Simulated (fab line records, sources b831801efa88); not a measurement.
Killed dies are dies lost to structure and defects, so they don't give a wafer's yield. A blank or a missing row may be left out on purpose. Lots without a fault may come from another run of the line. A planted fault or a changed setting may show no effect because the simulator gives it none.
Which tool did it? | flow sky130 | 7 lots, 21 wafers sampled, at 2 steps of a route of 708

WHAT THE GAUGES READ, wafer by wafer
SKY_VIA1_THK_MEAS_01.
lot  | measured     | on            | VIA1_HDPCVD_THK (nm)
L408 | day 32 19:59 | film_metro-04 | 1031 1051 1021
L415 | day 35 12:13 | film_metro-01 | 1030 1039 1008
L417 | day 36 21:35 | film_metro-04 | 1054 1037 1037
L420 | day 37 03:10 | film_metro-04 | 1031 1021 1028
L423 | day 37 20:10 | film_metro-04 | 1021 1032 1034
L426 | day 39 00:34 | film_metro-03 | 1511 1511 1514
L429 | day 39 14:36 | film_metro-04 | 1486 1506 1501

WHICH TOOL RAN EACH LOT (tool, then ch and the chambers of the sampled wafers, then the start)
lot  | SKY_VIA1_HDPCVD_00
L408 | hdpcvd-01 ch 0,1,2, day 32 19:51
L415 | hdpcvd-02 ch 0,1,2, day 35 12:06
L417 | hdpcvd-02 ch 0,1,2, day 36 21:30
L420 | hdpcvd-01 ch 1,2, day 37 03:03
L423 | hdpcvd-02 ch 0,2, day 37 20:03
L426 | hdpcvd-01 ch 1,2, day 39 00:26
L429 | hdpcvd-01 ch 0,2, day 39 14:29
- SKY_VIA1_HDPCVD_00: deposits SiO2, target thk 1030 nm, time 171.7 s.

THE ANSWER, worked out from the rows above alone
Rule: what is usual is taken from the lots themselves. Put in order of their means at a reading, lots are off if they are a third of the lots or fewer, leave a main group of 4 or more, and stand apart from it by a gap of 3 or more times the standard deviation of the main group's means; of several such gaps the widest counts. A main group whose means are all the same, to the digits that the tables above print for the reading, isn't used. A lot without any number at a reading at which 4 lots or more have one is off too. The other lots that the step has rows for count as sound.
Off: L426, L429, at SKY_VIA1_THK_MEAS_01 (VIA1_HDPCVD_THK). The main group: mean 1032 nm, standard deviation 6.3.
A tool fits if, at a process step before that reading, it ran every lot that is off, and no sound lot after the first of them. The gauges at SKY_VIA1_THK_MEAS_01 are tried like those tools. One fits: hdpcvd-01 at SKY_VIA1_HDPCVD_00. Its last sound lot is L420 (day 37 03:03), its first lot that is off L426 (day 39 00:26): a fault that began between those two fits.

WHAT THE SIMULATOR HAD PUT IN
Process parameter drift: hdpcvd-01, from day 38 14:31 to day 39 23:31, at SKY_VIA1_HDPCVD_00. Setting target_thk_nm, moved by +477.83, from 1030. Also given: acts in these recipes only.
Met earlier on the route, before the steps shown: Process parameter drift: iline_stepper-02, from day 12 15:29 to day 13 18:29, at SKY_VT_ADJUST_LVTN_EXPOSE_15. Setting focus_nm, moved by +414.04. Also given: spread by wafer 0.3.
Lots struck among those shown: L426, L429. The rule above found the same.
